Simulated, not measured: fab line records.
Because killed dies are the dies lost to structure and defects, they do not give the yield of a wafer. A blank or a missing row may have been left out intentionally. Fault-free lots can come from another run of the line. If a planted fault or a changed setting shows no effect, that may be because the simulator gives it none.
fab line records ; flow gf180mcu
record lots=14; wafers=42; last-day=34
route steps=602 shown NWELL@51 M1@330 V1@359 M3@423
lots that met no fault: taken from a fault-free run of the same line
start-h: the number of hours between the record's first day and the start of the first shown wafer of the lot ; wait-h: time in hours since the lot's previous step ; " the same as in the row above ; L1.1+2: one row covering several wafers at once ; - no value present, or no start provided ; * or withheld: withheld ; < > ~ a bound
route shown NAME@n: NAME is a module with steps in the file, n the number in the route of the first one ; usual: average and standard deviation across the fault-free wafers ; same: alike in all rows ; chamber/n: place in a boat ; sites: each site's reading ; _std_site: the standard deviation of these ; _edge_site: inner sites' mean taken away from outer sites' mean ; radius-mm: for every site, how far away it sits from the centre of the wafer ; mask NAME#n: copy n ; behind: the last tool/chamber to shape the wafer ; hold: the reason the lot was held/the length of the hold in hours/how it ended ; device: transistor that didn't switch, given as n, p or np ; end of line: the same wafers' tests at the end of the route ; a step with no rows: only its recipe ; killed: dies that structure and defects cost at the first sort, which is not the same as the wafer's yield ; map: shows each die of a wafer: x if killed, . if not, _ if none is there
set.NAME: the run value of the setting; set.NAME@STEP: its run value at that earlier step ; model.NAME: the simulator's own value behind a step, which no gauge read
steps of the route over a sample of lots; a table a step, a row a wafer
services: a tool's chamber out of use, with start hour (start-h, from the record's first day; less than 0 if before it), hours out, and reason
## steps
# step GF_NWELL_IMPLANT_09
# recipe species=P; energy-kev=160; dose-cm2=4e+12; tilt-deg=0
# usual beam-energy-keV=160.01/0.04; beam-on-s=10.00/0.19; tilt-deg=-0.003/0.023
lot.wafer;tool;chamber;start-h;wait-h;beam-energy-keV;beam-on-s;tilt-deg
L826.1;implanter-04;0;56.93;0.1;159.96;9.87;-0.021
L826.2;implanter-04;0;56.93;0.1;160.02;9.91;0.003
L826.3;implanter-04;0;56.93;0.1;159.99;9.85;0.001
L827.1;implanter-04;0;62.50;0.1;160.09;10.08;0.039
L827.5;implanter-04;0;62.50;0.1;159.99;10.28;0.001
L827.6;implanter-04;0;62.50;0.1;160.02;9.56;0.040
L828.2;implanter-01;0;72.51;0.1;160.00;10.11;-0.062
L828.5;implanter-01;0;72.51;0.1;160.05;9.63;-0.036
L828.6;implanter-01;0;72.51;0.1;159.96;9.89;-0.015
L830.2;implanter-04;0;85.47;0.1;160.03;9.77;0.010
L830.4;implanter-04;0;85.47;0.1;160.02;10.15;-0.015
L830.6;implanter-04;0;85.47;0.1;160.00;9.97;-0.018
L832.2;implanter-02;0;89.96;0.1;160.07;9.73;-0.013
L832.5;implanter-02;0;89.96;0.1;160.00;10.04;0.043
L832.6;implanter-02;0;89.96;0.1;160.02;9.97;0.009
L833.2;implanter-04;0;103.41;0.1;160.06;9.92;0.007
L833.5;implanter-04;0;103.41;0.1;160.09;10.18;-0.024
L833.6;implanter-04;0;103.41;0.1;159.99;9.76;0.005
L834.1;implanter-01;0;103.73;0.1;159.95;10.03;0.008
L834.2;implanter-01;0;103.73;0.1;160.03;9.93;-0.028
L834.3;implanter-01;0;103.73;0.1;160.02;9.85;0.025
L835.1;implanter-04;0;107.60;0.1;160.04;10.30;0.015
L835.2;implanter-04;0;107.60;0.1;159.97;10.25;-0.017
L835.4;implanter-04;0;107.60;0.1;160.01;10.02;0.005
L836.2;implanter-02;0;112.21;0.1;159.94;10.12;-0.012
L836.3;implanter-02;0;112.21;0.1;160.04;10.04;-0.019
L836.4;implanter-02;0;112.21;0.1;159.93;9.93;-0.015
L838.1;implanter-04;0;124.03;0.1;160.05;10.03;-0.005
L838.2;implanter-04;0;124.03;0.1;159.98;9.99;-0.002
L838.5;implanter-04;0;124.03;0.1;160.02;9.57;-0.039
L841.1;implanter-04;0;137.28;0.1;160.02;9.77;-0.050
L841.2;implanter-04;0;137.28;0.1;159.98;9.93;-0.030
L841.3;implanter-04;0;137.28;0.1;160.05;10.08;-0.017
L842.4;implanter-02;-;142.56;0.1;-;-;-
L842.5;implanter-02;-;142.56;0.1;-;-;-
L842.6;implanter-02;-;142.56;0.1;-;-;-
L843.4;implanter-04;-;148.77;0.1;-;-;-
L843.5;implanter-04;-;148.77;0.1;-;-;-
L843.6;implanter-04;-;148.77;0.1;-;-;-
L849.2;implanter-02;0;182.10;0.1;160.04;9.79;-0.023
L849.3;implanter-02;0;182.10;0.1;160.02;9.99;-0.032
L849.5;implanter-02;0;182.10;0.1;159.99;9.75;0.003
# step GF_NWELL_TW_MEAS_11
# usual NWELL_TW=1582/20
lot.wafer;tool;chamber;start-h;wait-h;NWELL_TW
L826.1;film-metro-02;-;57.18;0.1;1594
L826.2;film-metro-02;-;57.18;0.1;1595
L826.3;film-metro-02;-;57.18;0.1;1592
L827.1;film-metro-02;-;62.75;0.1;1592
L827.5;film-metro-02;-;62.75;0.1;1596
L827.6;film-metro-02;-;62.75;0.1;1597
L828.2;film-metro-03;-;72.74;0.1;1579
L828.5;film-metro-03;-;72.74;0.1;1574
L828.6;film-metro-03;-;72.74;0.1;1573
L830.2;film-metro-04;-;85.71;0.1;1619
L830.4;film-metro-04;-;85.71;0.1;1614
L830.6;film-metro-04;-;85.71;0.1;1612
L832.2;film-metro-03;-;90.19;0.1;1569
L832.5;film-metro-03;-;90.19;0.1;1579
L832.6;film-metro-03;-;90.19;0.1;1572
L833.2;film-metro-03;-;103.64;0.1;1580
L833.5;film-metro-03;-;103.64;0.1;1578
L833.6;film-metro-03;-;103.64;0.1;1580
L834.1;film-metro-03;-;103.98;0.1;1572
L834.2;film-metro-03;-;103.98;0.1;1572
L834.3;film-metro-03;-;103.98;0.1;1558
L835.1;film-metro-02;-;107.85;0.1;1582
L835.2;film-metro-02;-;107.85;0.1;1583
L835.4;film-metro-02;-;107.85;0.1;1585
L836.2;film-metro-03;-;112.44;0.1;1568
L836.3;film-metro-03;-;112.44;0.1;1579
L836.4;film-metro-03;-;112.44;0.1;1572
L838.1;film-metro-02;-;124.28;0.1;1580
L838.2;film-metro-02;-;124.28;0.1;1580
L838.5;film-metro-02;-;124.28;0.1;1576
L841.1;film-metro-03;-;137.53;0.1;1557
L841.2;film-metro-03;-;137.53;0.1;1551
L841.3;film-metro-03;-;137.53;0.1;1555
L842.4;film-metro-02;-;142.76;0.1;1501
L842.5;film-metro-02;-;142.76;0.1;1499
L842.6;film-metro-02;-;142.76;0.1;1499
L843.4;film-metro-04;-;148.98;0.1;1530
L843.5;film-metro-04;-;148.98;0.1;1533
L843.6;film-metro-04;-;148.98;0.1;1520
L849.2;film-metro-04;-;182.34;0.1;1609
L849.3;film-metro-04;-;182.34;0.1;1615
L849.5;film-metro-04;-;182.34;0.1;1613
# step GF_VT_IMPLANT_RS_MEAS_47
# recipe thk-meas-gauge=four-point-probe
# usual NWELL_RS=487.4/1.2
lot.wafer;tool;chamber;start-h;wait-h;NWELL_RS[ohm/sq]
L826.1;film-metro-03;-;159.81;0.1;486.3
L826.2;film-metro-03;-;159.81;0.1;486.5
L826.3;film-metro-03;-;159.81;0.1;487.5
L827.1;film-metro-04;-;165.91;0.1;486.8
L827.5;film-metro-04;-;165.91;0.1;486.9
L827.6;film-metro-04;-;165.91;0.1;487.6
L828.2;film-metro-04;-;179.68;0.1;488.2
L828.5;film-metro-04;-;179.68;0.1;487.6
L828.6;film-metro-04;-;179.68;0.1;488.6
L830.2;film-metro-03;-;193.98;0.1;487.5
L830.4;film-metro-03;-;193.98;0.1;487.2
L830.6;film-metro-03;-;193.98;0.1;486.7
L832.2;film-metro-03;-;201.13;0.1;486.7
L832.5;film-metro-03;-;201.13;0.1;487.2
L832.6;film-metro-03;-;201.13;0.1;488.7
L833.2;film-metro-04;-;216.65;0.1;486.5
L833.5;film-metro-04;-;216.65;0.1;487.1
L833.6;film-metro-04;-;216.65;0.1;486.9
L834.1;film-metro-03;-;217.23;0.1;488.3
L834.2;film-metro-03;-;217.23;0.1;487.3
L834.3;film-metro-03;-;217.23;0.1;487.6
L835.1;film-metro-04;-;220.86;0.1;488.0
L835.2;film-metro-04;-;220.86;0.1;486.8
L835.4;film-metro-04;-;220.86;0.1;487.3
L836.2;film-metro-04;-;226.84;0.1;488.5
L836.3;film-metro-04;-;226.84;0.1;488.4
L836.4;film-metro-04;-;226.84;0.1;489.6
L838.1;film-metro-04;-;242.21;0.1;489.1
L838.2;film-metro-04;-;242.21;0.1;487.3
L838.5;film-metro-04;-;242.21;0.1;488.5
L841.1;film-metro-03;-;258.16;0.1;490.0
L841.2;film-metro-03;-;258.16;0.1;488.6
L841.3;film-metro-03;-;258.16;0.1;490.9
L842.4;film-metro-03;-;265.27;0.1;-
L842.5;film-metro-03;-;265.27;0.1;-
L842.6;film-metro-03;-;265.27;0.1;-
L843.4;film-metro-04;-;272.02;0.1;-
L843.5;film-metro-04;-;272.02;0.1;-
L843.6;film-metro-04;-;272.02;0.1;-
L849.2;film-metro-03;-;302.28;0.1;486.5
L849.3;film-metro-03;-;302.28;0.1;485.9
L849.5;film-metro-03;-;302.28;0.1;486.6
# step GF_M1_OVL_MEAS_15
# usual M1_OVL=-1/6
lot.wafer;tool;chamber;start-h;wait-h;M1_OVL[nm]
L826.1;overlay-01;-;370.46;0.1;1
L826.2;overlay-01;-;370.46;0.1;1
L826.3;overlay-01;-;370.46;0.1;9
L827.1;overlay-02;-;377.46;0.1;-1
L827.5;overlay-02;-;377.46;0.1;-6
L827.6;overlay-02;-;377.46;0.1;5
L828.2;overlay-02;-;405.27;0.1;-8
L828.5;overlay-02;-;405.27;0.1;-7
L828.6;overlay-02;-;405.27;0.1;-3
L830.2;overlay-01;-;416.52;0.1;-9
L830.4;overlay-01;-;416.52;0.1;-4
L830.6;overlay-01;-;416.52;0.1;1
L832.2;overlay-02;-;430.32;0.1;-4
L832.5;overlay-02;-;430.32;0.1;-3
L832.6;overlay-02;-;430.32;0.1;-1
L833.2;overlay-02;-;449.06;0.1;1
L833.5;overlay-02;-;449.06;0.1;-1
L833.6;overlay-02;-;449.06;0.1;1
L834.1;overlay-02;-;452.31;0.1;-3
L834.2;overlay-02;-;452.31;0.1;-8
L834.3;overlay-02;-;452.31;0.1;-2
L835.1;overlay-02;-;453.53;0.1;-11
L835.2;overlay-02;-;453.53;0.1;-1
L835.4;overlay-02;-;453.53;0.1;-8
L836.2;overlay-01;-;456.47;0.1;7
L836.3;overlay-01;-;456.47;0.1;3
L836.4;overlay-01;-;456.47;0.1;1
L838.1;overlay-01;-;475.76;0.1;-1
L838.2;overlay-01;-;475.76;0.1;-4
L838.5;overlay-01;-;475.76;0.1;0
L841.1;overlay-01;-;508.18;0.1;6
L841.2;overlay-01;-;508.18;0.1;10
L841.3;overlay-01;-;508.18;0.1;7
L849.2;overlay-02;-;573.18;0.1;2
L849.3;overlay-02;-;573.18;0.1;1
L849.5;overlay-02;-;573.18;0.1;0
# step GF_V1_RS_MEAS_24
# recipe thk-meas-gauge=four-point-probe; reads=W_of_V1_CVD_23+TiN_of_V1_SPUTTER_22+Ti_of_V1_SPUTTER_21
# usual V1_W_RS=0.326/0.0032
lot.wafer;tool;chamber;start-h;wait-h;V1_W_RS[ohm/sq]
L826.1;film-metro-03;-;395.25;0.1;0.324
L826.2;film-metro-03;-;395.25;0.1;0.326
L826.3;film-metro-03;-;395.25;0.1;0.326
L827.1;film-metro-04;-;401.90;0.1;0.327
L827.5;film-metro-04;-;401.90;0.1;0.329
L827.6;film-metro-04;-;401.90;0.1;0.327
L828.2;film-metro-01;-;431.87;0.1;0.326
L828.5;film-metro-01;-;431.87;0.1;0.330
L828.6;film-metro-01;-;431.87;0.1;0.325
L830.2;film-metro-01;-;442.72;0.1;0.329
L830.4;film-metro-01;-;442.72;0.1;0.327
L830.6;film-metro-01;-;442.72;0.1;0.326
L832.2;film-metro-03;-;455.51;0.1;0.324
L832.5;film-metro-03;-;455.51;0.1;0.321
L832.6;film-metro-03;-;455.51;0.1;0.324
L833.2;film-metro-01;-;473.21;0.1;0.326
L833.5;film-metro-01;-;473.21;0.1;0.329
L833.6;film-metro-01;-;473.21;0.1;0.324
L834.1;film-metro-01;-;477.97;0.1;0.326
L834.2;film-metro-01;-;477.97;0.1;0.325
L834.3;film-metro-01;-;477.97;0.1;0.324
L835.1;film-metro-03;-;479.03;0.2;0.319
L835.2;film-metro-03;-;479.03;0.2;0.318
L835.4;film-metro-03;-;479.03;0.2;0.321
L836.2;film-metro-01;-;481.99;0.1;0.321
L836.3;film-metro-01;-;481.99;0.1;0.322
L836.4;film-metro-01;-;481.99;0.1;0.326
L838.1;film-metro-01;-;501.72;0.1;0.327
L838.2;film-metro-01;-;501.72;0.1;0.329
L838.5;film-metro-01;-;501.72;0.1;0.330
L841.1;film-metro-04;-;534.56;0.2;0.329
L841.2;film-metro-04;-;534.56;0.2;0.324
L841.3;film-metro-04;-;534.56;0.2;0.326
L849.2;film-metro-03;-;597.57;0.1;0.329
L849.3;film-metro-03;-;597.57;0.1;0.327
L849.5;film-metro-03;-;597.57;0.1;0.323
# step GF_M3_CD_MEAS_14
# recipe target-cd-nm=280
# usual cd-nm=279.9/1
lot.wafer;tool;chamber;start-h;wait-h;cd-nm
L826.1;cd-sem-02;-;467.34;0.1;280.1
L826.2;cd-sem-02;-;467.34;0.1;279.4
L826.3;cd-sem-02;-;467.34;0.1;279.6
L827.1;cd-sem-02;-;475.99;0.1;279.9
L827.5;cd-sem-02;-;475.99;0.1;279.2
L827.6;cd-sem-02;-;475.99;0.1;278.8
L828.2;cd-sem-02;-;508.43;0.1;281.9
L828.5;cd-sem-02;-;508.43;0.1;281.4
L828.6;cd-sem-02;-;508.43;0.1;282.1
L830.2;cd-sem-01;-;517.21;0.1;281.1
L830.4;cd-sem-01;-;517.21;0.1;280.0
L830.6;cd-sem-01;-;517.21;0.1;280.3
L832.2;cd-sem-02;-;531.77;0.1;281.3
L832.5;cd-sem-02;-;531.77;0.1;280.4
L832.6;cd-sem-02;-;531.77;0.1;281.5
L833.2;cd-sem-02;-;549.41;0.1;280.9
L833.5;cd-sem-02;-;549.41;0.1;280.7
L833.6;cd-sem-02;-;549.41;0.1;280.9
L834.1;cd-sem-01;-;553.10;0.1;278.1
L834.2;cd-sem-01;-;553.10;0.1;279.4
L834.3;cd-sem-01;-;553.10;0.1;279.3
L835.1;cd-sem-02;-;554.39;0.1;278.7
L835.2;cd-sem-02;-;554.39;0.1;279.2
L835.4;cd-sem-02;-;554.39;0.1;279.9
L836.2;cd-sem-02;-;557.21;0.1;279.4
L836.3;cd-sem-02;-;557.21;0.1;278.2
L836.4;cd-sem-02;-;557.21;0.1;280.0
L838.1;cd-sem-02;-;575.99;0.1;279.3
L838.2;cd-sem-02;-;575.99;0.1;277.5
L838.5;cd-sem-02;-;575.99;0.1;277.9
L841.1;cd-sem-02;-;605.59;0.1;279.3
L841.2;cd-sem-02;-;605.59;0.1;279.7
L841.3;cd-sem-02;-;605.59;0.1;278.7
L849.2;cd-sem-02;-;662.62;0.1;279.6
L849.3;cd-sem-02;-;662.62;0.1;280.1
L849.5;cd-sem-02;-;662.62;0.1;280.4
## services
tool;chamber;start-h;hours;kind
implanter-01;-;53.42;5.2;repair
implanter-02;-;54.63;3.9;repair
implanter-02;-;94.16;1.5;repair
implanter-01;-;95.24;5.4;repair
implanter-02;-;100.21;3.5;pm
implanter-02;-;150.33;4.8;pm
## key
first-sign step=GF_NWELL_IMPLANT_09; reading=tool-record; direction=missing
effect step=GF_NWELL_TW_MEAS_11; reading=NWELL_TW; direction=down; sigmas=3.5; usual=1582; struck=1514
effect step=GF_VT_IMPLANT_RS_MEAS_47; reading=NWELL_RS; direction=missing
met-at GF_NWELL_IMPLANT_09
struck-lots L842,L843
later-rows-left-out L842.4,L842.5,L842.6,L843.4,L843.5,L843.6
sort-left-out L842.4,L842.5,L842.6,L843.4,L843.5,L843.6
tester-left-out L842,L843
not-acting-at GF_M1_OVL_MEAS_15,GF_V1_RS_MEAS_24,GF_M3_CD_MEAS_14
onset-between 137.28 142.56
fault kind=skipped-step-whole; tool=implanter-02,implanter-04; chamber=-; onset-h=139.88; steps=GF_NWELL_IMPLANT_09; scope=struck-lots-only
# tester-left-out: of these lots the tester's yield and bins aren't shown, on N5 and GAA mostly nor the transistor test; their killed dies are dies lost to structure and defects alone, not to doping, threshold or leakage, so they don't give the yield
# sort-left-out: the simulated sort isn't trusted on such a fault, so these wafers' sort isn't shown, and their yield isn't known
# later-rows-left-out: the simulator's readings of these wafers behind a module that went badly wrong aren't trusted and aren't shown, but for the sort
